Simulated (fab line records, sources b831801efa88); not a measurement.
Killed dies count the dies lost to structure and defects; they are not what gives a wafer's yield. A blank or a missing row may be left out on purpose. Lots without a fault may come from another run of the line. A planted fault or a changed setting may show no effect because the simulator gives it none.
Matching of chambers :: flow sky130 :: cmp-01 running SKY_CONTACT_CMP_04: 4 sister chambers
The step polishes SiO2. 4 wafers are shown with their chamber, then 7 later ones without.

WAFERS, EACH WITH ITS CHAMBER
wafer: L602.1
chamber: 0
motor-current-A (A): 11.7

wafer: L602.2
chamber: 3
motor-current-A (A): 12.4

wafer: L602.3
chamber: 1
motor-current-A (A): 11.9

wafer: L604.4
chamber: 2
motor-current-A (A): 11.5

WAFERS WITHOUT THEIR CHAMBER
wafer: L605.2
motor-current-A (A): 12.1

wafer: L605.3
motor-current-A (A): 11.7

wafer: L605.4
motor-current-A (A): 13.0

wafer: L606.6
motor-current-A (A): 12.0

wafer: L612.3
motor-current-A (A): 12.1

wafer: L612.4
motor-current-A (A): 11.9

wafer: L612.6
motor-current-A (A): 11.6

CHAMBER TAKEN BY EACH
wafer: L605.2
from the rows above: can't be placed: 1 or 3 or 0 or 2
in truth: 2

wafer: L605.3
from the rows above: can't be placed: 0 or 2 or 1
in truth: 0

wafer: L605.4
from the rows above: can't be placed: 3 or 1
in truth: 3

wafer: L606.6
from the rows above: can't be placed: 1 or 0 or 3 or 2
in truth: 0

wafer: L612.3
from the rows above: can't be placed: 1 or 3 or 0 or 2
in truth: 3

wafer: L612.4
from the rows above: can't be placed: 1 or 0 or 2 or 3
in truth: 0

wafer: L612.6
from the rows above: can't be placed: 0 or 2 or 1
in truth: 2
0 of 7 placed correctly. Unplaceable from these rows: 7, with the true chamber sitting among the candidates in 7. Wrongly placed: 0.
How it was worked out, from the rows above alone: a wafer's distance from a chamber is the root of the sum, over the readings, of the square of ((its reading less the chamber's mean) divided by the reading's scatter). If the next closest chamber is less than 2 further off than the closest, the wafer can't be placed; otherwise it belongs to the closest. Each chamber's mean is taken over the wafers shown for it. The scatter: with one shown wafer a chamber, the root of the mean of the squares of how far each hidden wafer lies from its nearest shown one.
